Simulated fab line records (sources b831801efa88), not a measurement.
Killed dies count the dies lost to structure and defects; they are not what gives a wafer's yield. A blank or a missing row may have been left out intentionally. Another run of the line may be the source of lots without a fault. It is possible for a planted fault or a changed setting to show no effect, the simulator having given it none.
Which tool was responsible?	flow sky130	38 wafers from 13 lots sampled at 4 of the route's 708 steps

WHAT THE GAUGES READ, wafer by wafer
SKY_DNWELL_TW_MEAS_09.
lot	measured	on	DNWELL_TW
L268	day 3 06:52	film_metro-04	1102 1099 1097
L269	day 3 08:46	film_metro-04	1103 1111 1105
L270	day 3 16:37	film_metro-04	1102 1095 1096
L271	day 3 20:46	film_metro-01	1119 1123 1116
L276	day 5 02:16	film_metro-02	1122 1123 1119
L277	day 5 12:25	film_metro-02	1108 1104 1105
L278	day 5 12:07	film_metro-01	1107 1107 1111
L279	day 5 20:10	film_metro-01	1114 1113 1116
L282	day 6 09:13	film_metro-04	1104 1098 1102
L285	day 7 00:44	film_metro-02	1109 1109
L287	day 7 10:44	film_metro-01	1128 1118 1123
L288	day 7 15:13	film_metro-02	1096 1108 1104
L289	day 7 21:49	film_metro-02	1102 1097 1101

SKY_NWELL_RS_MEAS_31: uses a four-point probe to measure.
lot	measured	on	PWDE_RS (ohm/sq)
L268	day 5 10:36	film_metro-02	5270 5273 5281
L269	day 5 12:30	film_metro-04	5267 5251 5258
L270	day 5 20:24	film_metro-02	5258 5262 5263
L271	day 6 02:17	film_metro-02	5291 5284 5292
L276	day 7 12:05	film_metro-02	5263 5272 5257
L277	day 8 01:25	film_metro-04	5264 5249 5284
L278	day 8 00:27	film_metro-01	5272 5259 5285
L279	day 8 08:13	film_metro-02	5270 5254 5244
L282	day 8 23:32	film_metro-01	5275 5282 5283
L285	day 9 16:40	film_metro-04	5289 5282
L287	day 10 04:08	film_metro-02	5267 5268 5265
L288	day 10 06:47	film_metro-01	5283 5285 5310
L289	day 10 18:23	film_metro-01	5285 5274 5263

WHAT TOOL EACH LOT RAN ON (gives the tool, then ch and the chambers of the sampled wafers, and finally the start)
lot	SKY_FIELD_ISO_ETCH_17	SKY_DNWELL_STRIP_08
L268	rie_si-01 ch 0,3, day 2 07:14	plasma_asher-03 ch 1, day 3 06:46
L269	rie_si-02 ch 1,2,3, day 2 11:10	plasma_asher-03 ch 0,1, day 3 08:40
L270	rie_si-01 ch 0,3, day 2 17:50	plasma_asher-04 ch 1, day 3 16:31
L271	rie_si-02 ch 0,1, day 2 22:14	plasma_asher-01 ch 0,1, day 3 20:40
L276	rie_si-01 ch 0,1,2, day 3 22:25	plasma_asher-01 ch 0,1, day 5 02:10
L277	rie_si-01 ch 0,2,3, day 4 04:02	plasma_asher-01 ch 0,1, day 5 12:19
L278	rie_si-02 ch 0,1,2, day 4 08:14	plasma_asher-03 ch 0,1, day 5 12:00
L279	rie_si-02 ch 0,1,3, day 4 16:04	plasma_asher-01 ch 0,1, day 5 20:04
L282	rie_si-02 ch 0,1,3, day 5 04:53	plasma_asher-03 ch 0,1, day 6 09:07
L285	rie_si-02 ch 0,2, day 5 22:56	plasma_asher-03 ch 0,1, day 7 00:39
L287	rie_si-02 ch 0,1,3, day 6 09:26	plasma_asher-04 ch 0,1, day 7 10:38
L288	rie_si-02 ch 1,2,3, day 6 13:02	plasma_asher-01 ch 0,1, day 7 15:07
L289	rie_si-02 ch 0,2, day 6 19:11	plasma_asher-01 ch 0, day 7 21:43
- SKY_FIELD_ISO_ETCH_17: etches Si in HBr/Cl2/O2, target depth 342 nm, time 97.7 s.
- SKY_DNWELL_STRIP_08: strips in O2/N2.

AS READ BY THE TOOLS THEMSELVES (means over the sampled wafers that have a number; for cases with no such wafer, the mark the record gives instead)
SKY_FIELD_ISO_ETCH_17.
lot	tool	HBr_flow_sccm (sccm)	drypump_motor_current_A (A)	oes_product_au (a.u.)	run_length_s (s)	throttle_valve_pct (%)
L268	rie_si-01	150.2	5.9	0.989	125.8	25.660
L269	rie_si-02	149.7	5.7	1.005	125.7	25.650
L270	rie_si-01	149.5	5.7	0.985	126.4	25.667
L271	rie_si-02	150.3	5.7	1.004	125.9	25.659
L276	rie_si-01	149.9	6.1	0.997	79.2	25.663
L277	rie_si-01	150.1	6.1	0.996	79.1	25.658
L278	rie_si-02	150.1	5.9	1.014	125.5	25.647
L279	rie_si-02	149.9	5.5	1.002	125.9	25.650
L282	rie_si-02	150.2	5.5	1.003	125.9	25.658
L285	rie_si-02	149.7	6.3	1.026	125.9	25.637
L287	rie_si-02	149.9	5.5	1.018	125.8	25.642
L288	rie_si-02	149.8	5.7	1.011	125.8	25.648
L289	rie_si-02	149.9	6.3	1.024	125.6	25.644

SKY_DNWELL_STRIP_08.
lot	tool	drypump_motor_current_A (A)	o2_flow_sccm (sccm)	oes_product_au (a.u.)	strip_time_to_endpoint_s (s)
L268	plasma_asher-03	5.6	3001	0.724	36.74
L269	plasma_asher-03	5.5	2999	0.722	36.99
L270	plasma_asher-04	6.4	3004	0.722	36.95
L271	plasma_asher-01	5.8	3006	0.718	36.92
L276	plasma_asher-01	5.8	3006	0.722	36.91
L277	plasma_asher-01	5.8	2998	0.720	37.01
L278	plasma_asher-03	5.5	3000	0.721	36.93
L279	plasma_asher-01	5.8	2998	0.718	36.97
L282	plasma_asher-03	5.6	2993	0.727	37.05
L285	plasma_asher-03	5.5	3002	0.720	36.91
L287	plasma_asher-04	6.1	3006	0.716	36.84
L288	plasma_asher-01	5.8	2996	0.725	36.94
L289	plasma_asher-01	5.9	2989	0.722	36.99

THE ANSWER, worked out from the rows above alone
Rule: what is usual is taken from the lots themselves. The widest of any qualifying gaps counts: lots, ordered by their means at a reading, are off when they make up no more than a third of the lots, leave a main group of 4 or more, and stand apart from it by 3 or more times the standard deviation of that group's means. A main group whose means are all the same, to the digits that the tables above print for the reading, isn't used. Also off: a lot with no number at a reading for which 4 or more lots have one. The other lots that the step has rows for count as sound. The gauges are gone through in route order, then the tools' own readings, and for those a lot's mean is taken as printed above. At the first step where some lot is off, the reading lying furthest off is the one used; lots without a number count as furthest.
Off, at SKY_FIELD_ISO_ETCH_17 on run_length_s: L276, L277. For the main group the mean is 125.8 s and the standard deviation 0.22.
If a tool, at that step or one of the process steps before it, ran each lot that is off and ran no sound lot following the first of them, it fits. One fits: rie_si-01 at SKY_FIELD_ISO_ETCH_17. Its last sound lot is L270 (day 2 17:50), its first lot that is off L276 (day 3 22:25): a fault that began between those two fits.
The tool's own readings at SKY_FIELD_ISO_ETCH_17 bear it out: on the lots that are off they differ by more than 5 times the standard deviation of the sound lots' means. run_length_s reads 79.2 s there against 125.8 s on the sound lots.

WHAT WAS PUT IN BY THE SIMULATOR
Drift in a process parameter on rie_si-01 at SKY_FIELD_ISO_ETCH_17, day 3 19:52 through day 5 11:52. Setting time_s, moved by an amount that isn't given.
Lots struck among those shown: L276, L277. This agrees with what the rule above found.
